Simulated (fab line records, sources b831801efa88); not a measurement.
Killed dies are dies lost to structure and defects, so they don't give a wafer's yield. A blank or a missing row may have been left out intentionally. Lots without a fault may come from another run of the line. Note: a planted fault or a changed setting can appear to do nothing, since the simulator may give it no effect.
Which tool is to blame? + flow gf180mcu + 39 wafers from 13 lots sampled at 4 of the route's 602 steps

## WHAT EACH GAUGE READ, for each wafer
GF_M4_RS_MEAS_05: a four-point-probe measurement. Usual: for M4_ALCU_RS the level is 0.0713 ohm/sq and the standard deviation is 0.00062.
| lot  | measured     | on           | M4_ALCU_RS (ohm/sq)  | flag |
|------|--------------|--------------|----------------------|------|
| L416 | day 22 16:34 | filmMetro-03 | 0.0715 0.0723 0.0714 |      |
| L417 | day 22 19:44 | filmMetro-03 | 0.0697 0.0706 0.0702 |      |
| L421 | day 24 05:56 | filmMetro-03 | 0.0714 0.0711 0.0716 |      |
| L423 | day 25 03:20 | filmMetro-02 | 0.0709 0.0719 0.0715 |      |
| L424 | day 25 09:20 | filmMetro-04 | 0.0715 0.0708 0.0720 |      |
| L425 | day 25 18:53 | filmMetro-02 | 0.0711 0.0719 0.0708 |      |
| L429 | day 26 23:11 | filmMetro-03 | 0.0718 0.0709 0.0719 |      |
| L430 | day 27 21:50 | filmMetro-03 | 0.0710 0.0707 0.0706 |      |
| L431 | day 28 06:32 | filmMetro-04 | 0.0706 0.0704 0.0706 |      |
| L434 | day 28 10:08 | filmMetro-03 | 0.0706 0.0708 0.0708 |      |
| L437 | day 29 14:37 | filmMetro-02 | 0.0715 0.0718 0.0721 |      |
| L438 | day 29 21:39 | filmMetro-03 | 0.0711 0.0713 0.0712 |      |
| L439 | day 30 05:44 | filmMetro-02 | 0.0708 0.0707 0.0708 |      |

GF_M4_THK_MEAS_06: measures by xrf. Usual: for M4_ALCU_THK the level is 435 nm and the standard deviation is 4.1.
| lot  | measured     | on           | M4_ALCU_THK (nm) | flag |
|------|--------------|--------------|------------------|------|
| L416 | day 22 16:40 | filmMetro-03 | 429 427 432      |      |
| L417 | day 22 19:50 | filmMetro-03 | 441 436 439      |      |
| L421 | day 24 06:02 | filmMetro-03 | 432 433 432      |      |
| L423 | day 25 03:27 | filmMetro-02 | 440 436 436      |      |
| L424 | day 25 09:27 | filmMetro-04 | 434 439 434      |      |
| L425 | day 25 19:00 | filmMetro-02 | 440 432 441      |      |
| L429 | day 26 23:17 | filmMetro-03 | 432 436 431      |      |
| L430 | day 27 21:57 | filmMetro-03 | 436 439 439      |      |
| L431 | day 28 06:38 | filmMetro-04 | 440 441 440      |      |
| L434 | day 28 10:14 | filmMetro-03 | 438 435 437      |      |
| L437 | day 29 14:44 | filmMetro-02 | 434 431 429      |      |
| L438 | day 29 21:46 | filmMetro-03 | 436 436 436      |      |
| L439 | day 30 05:51 | filmMetro-02 | 440 441 443      |      |

## WHAT TOOL EACH LOT RAN ON (gives the tool, then ch and the chambers of the sampled wafers, and finally the start)
| lot  | GF_V3_SPUTTER_21            | GF_M4_SPUTTER_01            |
|------|-----------------------------|-----------------------------|
| L416 | pvdSputter-02, day 22 15:37 | pvdSputter-01, day 22 16:24 |
| L417 | pvdSputter-02, day 22 18:48 | pvdSputter-04, day 22 19:35 |
| L421 | pvdSputter-01, day 24 05:00 | pvdSputter-04, day 24 05:47 |
| L423 | pvdSputter-02, day 25 02:25 | pvdSputter-01, day 25 03:13 |
| L424 | pvdSputter-02, day 25 08:19 | pvdSputter-01, day 25 09:13 |
| L425 | pvdSputter-02, day 25 17:58 | pvdSputter-03, day 25 18:46 |
| L429 | pvdSputter-02, day 26 22:13 | pvdSputter-04, day 26 23:01 |
| L430 | pvdSputter-04, day 27 20:55 | pvdSputter-01, day 27 21:43 |
| L431 | pvdSputter-04, day 28 05:34 | pvdSputter-03, day 28 06:22 |
| L434 | pvdSputter-01, day 28 09:11 | pvdSputter-04, day 28 09:59 |
| L437 | pvdSputter-02, day 29 13:42 | pvdSputter-03, day 29 14:29 |
| L438 | pvdSputter-01, day 29 20:43 | pvdSputter-04, day 29 21:31 |
| L439 | pvdSputter-04, day 30 04:49 | pvdSputter-03, day 30 05:36 |
- GF_V3_SPUTTER_21: material Ti, target thk 15 nm, time 80.02 s.
- GF_M4_SPUTTER_01: material TiN, target thk 30 nm, time 25 s.

## AS READ BY THE TOOLS THEMSELVES (means over the sampled wafers that have a number; for cases with no such wafer, the mark the record gives instead)
GF_V3_SPUTTER_21. Usual: cathodeDcPowerW 2500.1 W, standard deviation 0.47; throttleValvePct 30.7 %, standard deviation 0.79.
| lot  | tool          | cathodeDcPowerW (W) | throttleValvePct (%) | flag |
|------|---------------|---------------------|----------------------|------|
| L416 | pvdSputter-02 | 2500.2              | 30.8                 |      |
| L417 | pvdSputter-02 | 2499.7              | 30.2                 |      |
| L421 | pvdSputter-01 | 2499.8              | 30.8                 |      |
| L423 | pvdSputter-02 | 2500.0              | 30.2                 |      |
| L424 | pvdSputter-02 | 2499.9              | 30.2                 |      |
| L425 | pvdSputter-02 | 2499.9              | 30.3                 |      |
| L429 | pvdSputter-02 | 2499.9              | 30.6                 |      |
| L430 | pvdSputter-04 | 2500.3              | 30.5                 |      |
| L431 | pvdSputter-04 | 2499.5              | 31.0                 |      |
| L434 | pvdSputter-01 | 2499.8              | 30.3                 |      |
| L437 | pvdSputter-02 | 2500.2              | 30.4                 |      |
| L438 | pvdSputter-01 | 2500.0              | 31.4                 |      |
| L439 | pvdSputter-04 | 2500.2              | 30.2                 |      |

GF_M4_SPUTTER_01. Usual: cathodeDcPowerW 6500.2 W, standard deviation 1.2; throttleValvePct 30.6 %, standard deviation 0.91.
| lot  | tool          | cathodeDcPowerW (W) | throttleValvePct (%) | flag |
|------|---------------|---------------------|----------------------|------|
| L416 | pvdSputter-01 | 6499.7              | 30.5                 |      |
| L417 | pvdSputter-04 | 6499.8              | 30.2                 |      |
| L421 | pvdSputter-04 | 6500.1              | 31.0                 |      |
| L423 | pvdSputter-01 | 6729.6              | 31.5                 | OFF  |
| L424 | pvdSputter-01 | 6729.6              | 30.6                 | OFF  |
| L425 | pvdSputter-03 | 6500.7              | 30.3                 |      |
| L429 | pvdSputter-04 | 6500.0              | 30.7                 |      |
| L430 | pvdSputter-01 | 6499.3              | 32.0                 |      |
| L431 | pvdSputter-03 | 6500.3              | 29.9                 |      |
| L434 | pvdSputter-04 | 6499.2              | 30.7                 |      |
| L437 | pvdSputter-03 | 6500.3              | 30.3                 |      |
| L438 | pvdSputter-04 | 6501.3              | 30.7                 |      |
| L439 | pvdSputter-03 | 6499.4              | 29.9                 |      |

## THE ANSWER, worked out from the rows above alone
Rule: take the mean of a lot's wafers that have a number; if it is more than 3 standard deviations from the usual mean, the lot is off. A lot without any number at a reading at which 4 lots or more have one is off too. All remaining lots with rows at the step are treated as sound. The gauges are gone through in route order, then the tools' own readings, and for those a lot's mean is taken as printed above. The first step at which some lot is off is used, and at that step the reading that is off furthest; a lot without a number counts as furthest.
Off at GF_M4_SPUTTER_01 (cathodeDcPowerW): L423, L424.
If a tool, at that step or one of the process steps before it, ran each lot that is off and ran no sound lot following the first of them, it fits. None of those tried fits.

## WHAT THE SIMULATOR HAD PUT IN
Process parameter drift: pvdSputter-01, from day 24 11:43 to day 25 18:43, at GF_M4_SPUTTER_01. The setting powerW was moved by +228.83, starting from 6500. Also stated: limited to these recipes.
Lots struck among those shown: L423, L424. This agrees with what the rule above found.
